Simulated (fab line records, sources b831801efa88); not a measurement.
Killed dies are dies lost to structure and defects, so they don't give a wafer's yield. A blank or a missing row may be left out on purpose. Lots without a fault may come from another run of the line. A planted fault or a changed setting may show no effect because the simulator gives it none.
Which tool did it? | flow gf180mcu | 7 lots, 21 wafers sampled, at 1 step of a route of 602

WHAT THE GAUGES READ, wafer by wafer
GF_SAB_OVL_MEAS_10.
lot  | measured     | on         | SAB_OVL (nm)
L834 | day 16 16:27 | overlay-01 | -0.3 1.2 0.4
L838 | day 18 00:09 | overlay-02 | 0.0 -1.8 -0.1
L841 | day 18 11:46 | overlay-02 | 0.8 0.5 0.8
L843 | day 19 15:05 | overlay-01 | 1.4 0.7 1.0
L844 | day 20 01:52 | overlay-02 | -1.0 -2.1 -0.9
L849 | day 21 14:25 | overlay-01 | 0.7 1.5 0.0
L853 | day 22 18:47 | overlay-02 | -1.4 1.5 -0.5

WHICH TOOL RAN EACH LOT (tool, then ch and the chambers of the sampled wafers, then the start)
The record holds no process step before these readings.

THE ANSWER, worked out from the rows above alone
Rule: what is usual is taken from the lots themselves. Put in order of their means at a reading, lots are off if they are a third of the lots or fewer, leave a main group of 4 or more, and stand apart from it by a gap of 3 or more times the standard deviation of the main group's means; of several such gaps the widest counts. A main group whose means are all the same, to the digits that the tables above print for the reading, isn't used. A lot without any number at a reading at which 4 lots or more have one is off too. The other lots that the step has rows for count as sound.
No lot is off at any reading shown: from this, nothing can be told.

WHAT THE SIMULATOR HAD PUT IN
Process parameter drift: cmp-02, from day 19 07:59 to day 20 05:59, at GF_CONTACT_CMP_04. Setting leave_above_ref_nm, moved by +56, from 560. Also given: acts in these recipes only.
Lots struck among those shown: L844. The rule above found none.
